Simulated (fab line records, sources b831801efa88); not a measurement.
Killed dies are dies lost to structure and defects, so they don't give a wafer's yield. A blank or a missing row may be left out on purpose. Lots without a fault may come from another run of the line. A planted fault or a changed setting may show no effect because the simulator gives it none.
fab line records | flow sky130
record lots=6 wafers=18 last_day=49
route steps=708 shown DNWELL@35 PWDE@45 PAD_OPEN@708
lots that met no fault: from a run of the same line without faults
start_h: hours from the record's first day to the start of the lot's first wafer shown | wait_h: hours since the lot's step before | " the same as in the row above | L1.1+2: a row that stands for several wafers | - no value, or no start given | * or withheld: withheld | < > ~ a bound
route shown NAME@n: a module of which the file shows steps, and the number in the route of the first | usual: mean/standard deviation of fault-free wafers | same: alike in all rows | chamber/n: place in a boat | sites: the reading at each site | _std_site: their standard deviation | _edge_site: outer sites' mean less inner sites' | radius_mm: how far each site lies from the wafer's centre | mask NAME#n: copy n | behind: the tool/chamber that last shaped the wafer | hold: why the lot was held/for how many hours/how that ended | device: the transistor (n, p or np) that didn't switch | end of line: the same wafers' tests at the end of the route | a step without rows: its recipe alone | killed: dies lost to structure and defects at the first sort, not the wafer's yield | map: a wafer's dies, x killed, . not, _ none there
set.NAME: the setting as run; set.NAME@STEP: as run at that earlier step | model.NAME: the simulator's own value behind a step, which no gauge read
lots at some steps of the route; a table a step, a row a wafer
services: from which hour (start_h, from the record's first day; less than 0 if before it) a tool's chamber was out of use, for how many hours, and why
## steps
# step SKY_DNWELL_DEHYDRATE_00
# recipe temp_c=200 time_s=60
# step SKY_DNWELL_HMDS_01
# recipe prime_time_s=60 prime_temp_c=120
# step SKY_DNWELL_COAT_02
# recipe spin_rpm=2000 resist_thk_nm=3000
# step SKY_DNWELL_SOFTBAKE_03
# recipe temp_c=110 time_s=withheld
# step SKY_DNWELL_EXPOSE_04
# recipe mask_id=DNM na=0.57 target_cd_nm=3000 dose_mj=222
# step SKY_DNWELL_PEB_05
# recipe temp_c=115 time_s=withheld
# step SKY_DNWELL_DEVELOP_06
# recipe wall_angle_deg=90 developer=TMAH develop_time_s=60 dev_temp_c=23
# step SKY_DNWELL_IMPLANT_07
# recipe species=P energy_kev=withheld dose_cm2=withheld tilt_deg=withheld
# step SKY_DNWELL_STRIP_08
# recipe chemistry=O2/N2 power_w=1400 pressure_mtorr=1500 platen_temp_c=withheld o2_flow_sccm=3000 n2_flow_sccm=300 overash_fraction=0.5
# usual chamber_pressure_mTorr=1500.1/1.2 drypump_motor_current_A=5.8/0.41 oes_product_au=0.722/0.0043 strip_time_to_endpoint_s=36.89/0.11
# columns lot.wafer tool chamber start_h wait_h chamber_pressure_mTorr drypump_motor_current_A oes_product_au rf_hours_counter_h strip_time_to_endpoint_s
L384.1 plasma_asher-03 1 65.76 0.1 1501.6 6.3 0.720 38 36.74
L384.5 " 1 " " 1501.9 6.3 0.722 - 36.76
L384.6 " 0 " " 1501.3 5.2 0.724 - 36.68
L392.1 plasma_asher-04 1 106.78 0.1 1499.1 5.7 0.727 43 36.93
L392.3 " 1 " " 1499.7 5.7 0.719 - 36.85
L392.5 " 0 " " 1501.0 5.9 0.727 - 36.84
L393.1 plasma_asher-04 0 113.31 0.1 1499.4 6.0 0.724 43 36.87
L393.3 " 1 " " 1500.0 5.7 0.722 - 36.94
L393.4 " 0 " " 1500.1 6.0 0.720 - 36.90
L394.1 plasma_asher-01 0 117.36 0.1 1499.0 6.1 0.719 31 36.90
L394.3 " 1 " " 1502.5 5.2 0.719 - 37.05
L394.5 " 0 " " 1499.2 6.1 0.725 - 37.03
L399.1 plasma_asher-04 1 142.12 0.1 1499.0 5.7 0.719 46 37.07
L399.4 " 1 " " 1499.8 5.7 0.723 - 36.93
L399.5 " 0 " " 1499.1 5.9 0.721 - 36.89
L402.2 plasma_asher-01 0 158.37 0.1 1500.4 6.1 0.723 35 37.06
L402.3 " 0 " " 1500.2 6.1 0.726 - 36.99
L402.5 " 1 " " 1500.7 5.3 0.730 - 36.95
# step SKY_DNWELL_TW_MEAS_09
# usual DNWELL_TW=1115/12
# columns lot.wafer tool chamber start_h wait_h DNWELL_TW
L384.1 film_metro-02 - 65.86 0.1 1113
L384.5 " - " " 1111
L384.6 " - " " 1114
L392.1 film_metro-03 - 106.88 0.1 1128
L392.3 " - " " 1112
L392.5 " - " " 1117
L393.1 film_metro-04 - 113.41 0.1 1094
L393.3 " - " " 1092
L393.4 " - " " 1093
L394.1 film_metro-04 - 117.46 0.1 1106
L394.3 " - " " 1099
L394.5 " - " " 1104
L399.1 film_metro-04 - 142.22 0.1 1101
L399.4 " - " " 1093
L399.5 " - " " 1104
L402.2 film_metro-04 - 158.48 0.1 1105
L402.3 " - " " 1107
L402.5 " - " " 1104
# step SKY_PWDE_DEHYDRATE_00
# recipe temp_c=200 time_s=60
# step SKY_PWDE_HMDS_01
# recipe prime_time_s=60 prime_temp_c=120
# step SKY_PWDE_COAT_02
# recipe spin_rpm=2000 resist_thk_nm=3000
# columns lot.wafer tool chamber start_h wait_h model.coat_of_PWDE_COAT_02.thk_nm
L384.1 litho_track-03 0 73.16 0.1 3008
L384.5 " 0 " " 3005
L384.6 " 0 " " 2997
L392.1 litho_track-03 0 115.31 0.1 2779
L392.3 " 0 " " 2791
L392.5 " 0 " " 2784
L393.1 litho_track-03 0 121.91 0.1 2777
L393.3 " 0 " " 2785
L393.4 " 0 " " 2778
L394.1 litho_track-04 0 126.82 0.1 2995
L394.3 " 0 " " 2997
L394.5 " 0 " " 2996
L399.1 litho_track-04 0 152.12 0.1 3002
L399.4 " 0 " " 2998
L399.5 " 0 " " 2993
L402.2 litho_track-01 0 167.93 0.1 3003
L402.3 " 0 " " 3005
L402.5 " 0 " " 3000
# step SKY_PWDE_SOFTBAKE_03
# recipe temp_c=110 time_s=withheld
# step SKY_PWDE_EXPOSE_04
# recipe mask_id=PWDEM na=0.6 source_shape=conventional sigma_outer=0.6 polarization=unpolarized target_cd_nm=840 dose_mj=214
# step SKY_PWDE_PEB_05
# recipe temp_c=115 time_s=withheld
# step SKY_PWDE_DEVELOP_06
# recipe wall_angle_deg=90 developer=TMAH develop_time_s=60 dev_temp_c=23
# same develop_time_s=60
# columns lot.wafer tool chamber start_h wait_h model.coat_of_PWDE_COAT_02.thk_nm
L384.1 litho_track-04 0 - - 3004
L384.5 " 0 " " 3000
L384.6 " 0 " " 2993
L392.1 litho_track-01 0 - - 2774
L392.3 " 0 " " 2786
L392.5 " 0 " " 2780
L393.1 litho_track-03 0 - - 2773
L393.3 " 0 " " 2780
L393.4 " 0 " " 2774
L394.1+5 litho_track-01 0 - - 2991
L394.3 " 0 " " 2993
L399.1 litho_track-03 0 - - 2998
L399.4 " 0 " " 2994
L399.5 " 0 " " 2988
L402.2 litho_track-04 0 - - 2998
L402.3 " 0 " " 3001
L402.5 " 0 " " 2996
# step SKY_PWDE_OVL_MEAS_07
# usual PWDE_OVL=0.4/1.6
# columns lot.wafer tool chamber start_h wait_h PWDE_OVL[nm]
L384.1 overlay-02 - 82.02 - -0.7
L384.5 " - " " -0.5
L384.6 " - " " 1.2
L392.1 overlay-01 - 124.76 - -1.5
L392.3 " - " " -0.2
L392.5 " - " " 0.2
L393.1 overlay-01 - 132.11 - -0.6
L393.3 " - " " 0.0
L393.4 " - " " 0.6
L394.1 overlay-01 - 136.01 - -3.0
L394.3 " - " " -3.1
L394.5 " - " " -1.0
L399.1 overlay-01 - 162.31 - 2.9
L399.4 " - " " 1.4
L399.5 " - " " 1.7
L402.2 overlay-02 - 178.32 - 1.3
L402.3 " - " " 2.4
L402.5 " - " " 0.7
# step SKY_PWDE_IMPLANT_08
# recipe species=B energy_kev=150 dose_cm2=3.6e+12 tilt_deg=withheld
# step SKY_PWDE_STRIP_09
# recipe chemistry=O2/N2 power_w=1400 pressure_mtorr=1500 platen_temp_c=withheld o2_flow_sccm=3000 n2_flow_sccm=300 overash_fraction=0.5
# usual chamber_pressure_mTorr=1500.0/1.3 drypump_motor_current_A=5.7/0.57 oes_product_au=0.723/0.005 strip_time_to_endpoint_s=36.90/0.1
# columns lot.wafer tool chamber start_h wait_h chamber_pressure_mTorr drypump_motor_current_A oes_product_au rf_hours_counter_h strip_time_to_endpoint_s
L384.1 plasma_asher-01 0 82.20 0.1 1500.1 6.1 0.727 27 37.02
L384.5 " 1 " " 1500.0 5.2 0.724 - 36.96
L384.6 " 0 " " 1501.4 6.1 0.721 - 36.87
L392.1 plasma_asher-03 1 124.94 0.1 1499.1 6.3 0.724 1 34.37
L392.3 " 1 " " 1502.3 6.3 0.720 - 34.52
L392.5 " 0 " " 1498.3 5.2 0.727 - 34.42
L393.1 plasma_asher-02 0 132.30 0.1 1499.3 5.1 0.717 43 34.36
L393.3 " 1 " " 1501.6 6.4 0.719 - 34.45
L393.4 " 0 " " 1499.8 5.1 0.726 - 34.36
L394.1 plasma_asher-01 1 136.19 0.1 1500.2 5.2 0.718 33 36.87
L394.3 " 0 " " 1497.9 6.2 0.724 - 36.88
L394.5 " 1 " " 1497.4 5.2 0.725 - 36.86
L399.1 plasma_asher-03 1 162.50 0.1 1501.2 6.3 0.723 4 36.93
L399.4 " 1 " " 1497.5 6.3 0.730 - 36.87
L399.5 " 1 " " 1499.3 6.3 0.717 - 36.83
L402.2 plasma_asher-03 0 178.50 0.1 1498.7 5.2 0.718 6 36.94
L402.3 " 0 " " 1500.0 5.2 0.726 - 36.96
L402.5 " 1 " " 1501.5 6.3 0.736 - 36.91
# step SKY_PWDE_TW_MEAS_10
# usual PWDE_TW=375/3.6
# columns lot.wafer tool chamber start_h wait_h PWDE_TW
L384.1 film_metro-04 - 82.30 0.1 368
L384.5 " - " " 368
L384.6 " - " " 368
L392.1 film_metro-02 - 125.04 0.1 374
L392.3 " - " " 375
L392.5 " - " " 376
L393.1 film_metro-03 - 132.40 0.1 378
L393.3 " - " " 376
L393.4 " - " " 377
L394.1 film_metro-04 - 136.29 0.1 368
L394.3 " - " " 371
L394.5 " - " " 372
L399.1 film_metro-02 - 162.60 0.1 375
L399.4 " - " " 372
L399.5 " - " " 373
L402.2 film_metro-03 - 178.61 0.1 378
L402.3 " - " " 378
L402.5 " - " " 379
# step SKY_PAD_OPEN_PROBE_99
# usual killed_at_M0_to_M3=42/6.8 killed_at_M4_up=3.2/1.8 killed_at_contacts=25/5.4 killed_at_front_end=15/4.5 killed_at_other=0.3/0.56 killed_dies=85/9.7 killed_open=46/7.1 killed_short=39/6.5
# same gross_dies=492 killed_at_back_side=0
# columns lot.wafer tool chamber start_h wait_h killed_at_M0_to_M3 killed_at_M4_up killed_at_contacts killed_at_front_end killed_at_other killed_dies killed_open killed_short model.etest.res_p_drift_20v.width_nm
L384.1 prober-01 - 1086.48 0.1 49 4 27 22 0 102 52 50 839.3
L384.5 prober-01 - 1086.68 0.2 33 4 22 16 0 75 44 31 839.4
L384.6 prober-01 - 1086.73 0.2 41 4 29 13 0 87 39 48 841.1
L392.1 prober-01 - 1135.53 0.1 44 5 20 8 0 77 48 29 856
L392.3 prober-01 - 1135.63 0.2 34 5 17 12 0 68 39 29 851.2
L392.5 prober-01 - 1135.73 0.2 40 0 33 12 0 85 49 36 849.6
L393.1 prober-02 - 1141.89 0.1 51 4 14 19 0 88 52 36 856.3
L393.3 prober-02 - 1141.99 0.2 51 2 27 15 1 96 61 34 853.2
L393.4 prober-02 - 1142.04 0.2 38 6 30 12 0 86 49 37 858.6
L394.1 prober-01 - 1143.09 0.1 43 5 29 12 0 89 50 39 840.9
L394.3 prober-01 - 1143.19 0.2 35 2 19 14 0 70 43 27 838.6
L394.5 prober-01 - 1143.29 0.2 34 2 16 11 1 64 34 30 841.5
L399.1 prober-01 - 1172.93 0.1 45 3 33 10 0 91 55 36 841.9
L399.4 prober-01 - 1173.08 0.2 51 3 31 20 1 106 49 57 842
L399.5 prober-01 - 1173.13 0.2 40 4 31 11 0 86 49 37 839.3
L402.2 prober-01 - 1181.47 0.1 39 1 22 12 0 74 43 31 841
L402.3 prober-01 - 1181.52 0.2 43 3 27 15 0 88 47 41 838.4
L402.5 prober-01 - 1181.62 0.2 37 3 20 21 1 82 49 33 843.4
# killed by level:class
L384.1 VIA1:geometric_particle:open=11 CONTACT:geometric_particle:open=9 METAL2:geometric_particle:short=7 CONTACT:geometric_particle:short=7 POLY_GATE:geometric_particle:open=6 VIA2:geometric_particle:short=6 LI_CONTACT:geometric_particle:open=6 METAL1:geometric_particle:short=6
L384.5 VIA1:geometric_particle:open=8 FIELD_ISO:geometric_particle:short=7 LI_CONTACT:geometric_particle:open=7 VIA2:geometric_particle:open=7 CONTACT:geometric_particle:open=6 CONTACT:geometric_particle:short=4 POLY_GATE:geometric_particle:open=4 METAL4:geometric_particle:short=4
L384.6 VIA1:geometric_particle:short=11 LI_CONTACT:geometric_particle:open=8 CONTACT:geometric_particle:open=8 CONTACT:geometric_particle:short=7 VIA2:geometric_particle:open=7 FIELD_ISO:geometric_particle:short=5 METAL2:geometric_particle:short=5 FIELD_ISO:geometric_particle:open=4
L392.1 VIA1:geometric_particle:open=13 VIA2:geometric_particle:open=7 LI_CONTACT:geometric_particle:open=6 VIA3:geometric_particle:open=6 FIELD_ISO:geometric_particle:open=5 LOCAL_INTERCONNECT:geometric_particle:short=5 CONTACT:geometric_particle:open=5 VIA1:geometric_particle:short=5
L392.3 VIA1:geometric_particle:open=10 LI_CONTACT:geometric_particle:open=7 CONTACT:geometric_particle:open=6 FIELD_ISO:geometric_particle:short=5 VIA2:geometric_particle:open=5 FIELD_ISO:geometric_particle:open=4 VIA1:geometric_particle:short=4 VIA3:geometric_particle:open=4
L392.5 LI_CONTACT:geometric_particle:open=12 VIA1:geometric_particle:open=12 CONTACT:geometric_particle:open=8 CONTACT:geometric_particle:short=7 VIA2:geometric_particle:open=6 LOCAL_INTERCONNECT:geometric_particle:short=5 VIA1:geometric_particle:short=5 FIELD_ISO:geometric_particle:open=4
L393.1 VIA3:geometric_particle:open=12 VIA1:geometric_particle:open=9 CONTACT:geometric_particle:open=8 VIA1:geometric_particle:short=7 VIA2:geometric_particle:open=7 FIELD_ISO:geometric_particle:open=5 POLY_GATE:geometric_particle:short=5 METAL3:geometric_particle:short=4
L393.3 VIA1:geometric_particle:open=14 CONTACT:geometric_particle:open=12 LI_CONTACT:geometric_particle:open=9 VIA2:geometric_particle:open=9 VIA1:geometric_particle:short=6 VIA3:geometric_particle:short=6 POLY_GATE:geometric_particle:open=5 POLY_GATE:geometric_particle:short=5
L393.4 CONTACT:geometric_particle:open=11 VIA2:geometric_particle:open=7 VIA1:geometric_particle:open=7 LI_CONTACT:geometric_particle:open=6 VIA1:geometric_particle:short=6 CONTACT:geometric_particle:short=5 VIA3:geometric_particle:open=5 LI_CONTACT:geometric_particle:short=4
L394.1 CONTACT:geometric_particle:open=10 LI_CONTACT:geometric_particle:open=8 VIA1:geometric_particle:open=8 VIA3:geometric_particle:short=7 CONTACT:geometric_particle:short=5 METAL1:geometric_particle:short=5 VIA2:geometric_particle:open=5 METAL3:geometric_particle:short=5
L394.3 CONTACT:geometric_particle:open=8 VIA1:geometric_particle:open=8 VIA3:geometric_particle:open=8 LI_CONTACT:geometric_particle:open=7 FIELD_ISO:geometric_particle:open=6 VIA1:geometric_particle:short=4 METAL2:geometric_particle:short=4 METAL1:geometric_particle:short=3
L394.5 CONTACT:geometric_particle:open=9 VIA3:geometric_particle:open=8 VIA1:geometric_particle:short=6 VIA1:geometric_particle:open=5 METAL1:geometric_particle:short=5 LI_CONTACT:geometric_particle:open=4 VIA3:geometric_particle:short=3 FIELD_ISO:geometric_particle:open=2
L399.1 CONTACT:geometric_particle:open=15 METAL2:geometric_particle:short=10 VIA2:geometric_particle:open=9 LI_CONTACT:geometric_particle:open=7 VIA1:geometric_particle:open=6 METAL1:geometric_particle:short=6 CONTACT:geometric_particle:short=5 POLY_GATE:geometric_particle:open=4
L399.4 CONTACT:geometric_particle:open=12 METAL2:geometric_particle:short=11 VIA3:geometric_particle:open=8 VIA3:geometric_particle:short=8 LI_CONTACT:geometric_particle:open=7 FIELD_ISO:geometric_particle:short=6 VIA1:geometric_particle:short=6 POLY_GATE:geometric_particle:short=5
L399.5 CONTACT:geometric_particle:open=11 LI_CONTACT:geometric_particle:open=8 VIA3:geometric_particle:open=8 VIA2:geometric_particle:open=7 LOCAL_INTERCONNECT:geometric_particle:short=6 VIA1:geometric_particle:open=6 METAL2:geometric_particle:short=5 VIA1:geometric_particle:short=4
L402.2 CONTACT:geometric_particle:open=8 METAL1:geometric_particle:short=8 VIA1:geometric_particle:open=8 VIA2:geometric_particle:open=6 FIELD_ISO:geometric_particle:open=5 VIA3:geometric_particle:open=5 LI_CONTACT:geometric_particle:open=4 LOCAL_INTERCONNECT:geometric_particle:short=4
L402.3 CONTACT:geometric_particle:open=11 VIA1:geometric_particle:open=10 LI_CONTACT:geometric_particle:open=7 VIA1:geometric_particle:short=6 VIA2:geometric_particle:open=6 LOCAL_INTERCONNECT:geometric_particle:short=5 VIA3:geometric_particle:open=5 POLY_GATE:geometric_particle:short=4
L402.5 FIELD_ISO:geometric_particle:open=8 LI_CONTACT:geometric_particle:open=7 VIA1:geometric_particle:open=7 VIA3:geometric_particle:open=7 METAL1:geometric_particle:short=6 CONTACT:geometric_particle:open=6 VIA2:geometric_particle:open=6 POLY_GATE:geometric_particle:short=5
## services
# columns tool chamber start_h hours kind
plasma_asher-04 - 74.43 5.3 repair
litho_track-01 - 78.56 - consumable_replace:filter
plasma_asher-02 - 100.66 4.5 repair
plasma_asher-04 - 103.96 1.4 repair
plasma_asher-03 - 108.75 9.0 pm
plasma_asher-03 0 108.75 9.0 vent_cycle
plasma_asher-03 1 108.75 9.0 vent_cycle
plasma_asher-03 0 117.75 - clean
plasma_asher-03 1 117.75 - clean
plasma_asher-02 - 162.67 11.3 repair
## key
first_sign step=SKY_PWDE_STRIP_09 reading=strip_time_to_endpoint_s direction=down sigmas=24 usual=* struck=*
effect none on later readings
model_effect step=SKY_PWDE_COAT_02 value=coat_of_PWDE_COAT_02.thk_nm without=2991 struck=2782
model_effect step=SKY_PWDE_DEVELOP_06 value=coat_of_PWDE_COAT_02.thk_nm without=2987 struck=2778
model_effect step=SKY_PAD_OPEN_PROBE_99 value=etest.res_p_drift_20v.width_nm without=841.6 struck=854.1
met_at SKY_PWDE_COAT_02
struck_wafers L392.1,L392.3,L392.5,L393.1,L393.3,L393.4
tester_left_out L392,L393
onset_between 73.16 115.31
fault kind=process_parameter_drift tool=litho_track-03 chamber=- onset_h=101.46 steps=SKY_PWDE_COAT_02 channel=resist_thk_nm offset=-209.59 shape=step end_h=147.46 acts_in=these_recipes_only stated=3000
# tester_left_out: of these lots the tester's yield and bins aren't shown, on N5 and GAA mostly nor the transistor test; their killed dies are dies lost to structure and defects alone, not to doping, threshold or leakage, so they don't give the yield
